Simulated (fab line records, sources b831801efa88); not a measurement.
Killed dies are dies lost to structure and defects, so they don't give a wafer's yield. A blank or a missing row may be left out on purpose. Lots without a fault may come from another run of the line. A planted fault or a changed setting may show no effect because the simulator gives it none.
Which tool did it? | flow sky130 | 12 lots, 36 wafers sampled, at 4 steps of a route of 708

WHAT THE GAUGES READ, wafer by wafer
SKY_VIA3_OVL_MEAS_13.
lot  | measured     | on         | VIA3_OVL (nm)
L074 | day 39 22:23 | overlay-02 | -5 -3 -8
L077 | day 40 14:38 | overlay-01 | -6 -7 -9
L079 | day 41 19:23 | overlay-01 | -9 -11 -15
L080 | day 41 20:52 | overlay-02 | -16 -10 -14
L083 | day 42 09:20 | overlay-01 | -19 -11 -11
L085 | day 42 22:56 | overlay-02 | -1 1 1
L087 | day 43 17:17 | overlay-01 | 4 2 5
L089 | day 44 01:52 | overlay-02 | -5 -10 -12
L091 | day 44 07:29 | overlay-01 | -1 -1 -8
L094 | day 45 08:46 | overlay-01 | -14 -13 -16
L095 | day 45 12:14 | overlay-01 | -7 -11 0
L097 | day 45 23:44 | overlay-02 | -15 -6 -14

WHICH TOOL RAN EACH LOT (tool, then ch and the chambers of the sampled wafers, then the start)
lot  | SKY_VIA2_CVD_21               | SKY_METAL3_SPUTTER_02        | SKY_METAL3_STRIP_19
L074 | cvd_w-02 ch 0,1, day 36 14:26 | pvd_sputter-04, day 36 15:06 | plasma_asher-01 ch 0, day 38 19:44
L077 | cvd_w-01 ch 0,1, day 37 07:56 | pvd_sputter-04, day 37 08:36 | plasma_asher-01 ch 0, day 39 13:07
L079 | cvd_w-02 ch 0,1, day 38 14:58 | pvd_sputter-01, day 38 15:34 | plasma_asher-01 ch 0,1, day 40 18:06
L080 | cvd_w-02 ch 0,1, day 38 16:15 | pvd_sputter-03, day 38 16:55 | plasma_asher-02 ch 0, day 40 19:11
L083 | cvd_w-02 ch 0,1, day 39 05:58 | pvd_sputter-03, day 39 06:57 | plasma_asher-02 ch 0,1, day 41 08:29
L085 | cvd_w-02 ch 0,1, day 39 20:26 | pvd_sputter-03, day 39 21:06 | plasma_asher-02 ch 0,1, day 41 22:44
L087 | cvd_w-01 ch 0, day 40 14:52   | pvd_sputter-03, day 40 15:38 | plasma_asher-04 ch 0,1, day 42 16:58
L089 | cvd_w-02 ch 0,1, day 40 23:10 | pvd_sputter-01, day 40 23:50 | plasma_asher-01 ch 0,1, day 43 01:34
L091 | cvd_w-01 ch 0,1, day 41 07:57 | pvd_sputter-01, day 41 08:37 | plasma_asher-02 ch 0,1, day 43 08:04
L094 | cvd_w-02 ch 0,1, day 42 11:14 | pvd_sputter-03, day 42 11:53 | plasma_asher-02 ch 0,1, day 44 10:01
L095 | cvd_w-02 ch 0,1, day 42 14:39 | pvd_sputter-01, day 42 15:16 | plasma_asher-01 ch 0,1, day 44 13:20
L097 | cvd_w-02 ch 0,1, day 43 02:23 | pvd_sputter-04, day 43 03:02 | plasma_asher-01 ch 0,1, day 45 00:29
- SKY_VIA2_CVD_21: deposits W, target thk 420 nm, time 126.4 s.
- SKY_METAL3_SPUTTER_02: material AlCu, target thk 735 nm, time 39.1 s.
- SKY_METAL3_STRIP_19: strips in O2/N2.

THE ANSWER, worked out from the rows above alone
Rule: what is usual is taken from the lots themselves. Put in order of their means at a reading, lots are off if they are a third of the lots or fewer, leave a main group of 4 or more, and stand apart from it by a gap of 3 or more times the standard deviation of the main group's means; of several such gaps the widest counts. A main group whose means are all the same, to the digits that the tables above print for the reading, isn't used. A lot without any number at a reading at which 4 lots or more have one is off too. The other lots that the step has rows for count as sound.
No lot is off at any reading shown: from this, nothing can be told.

WHAT THE SIMULATOR HAD PUT IN
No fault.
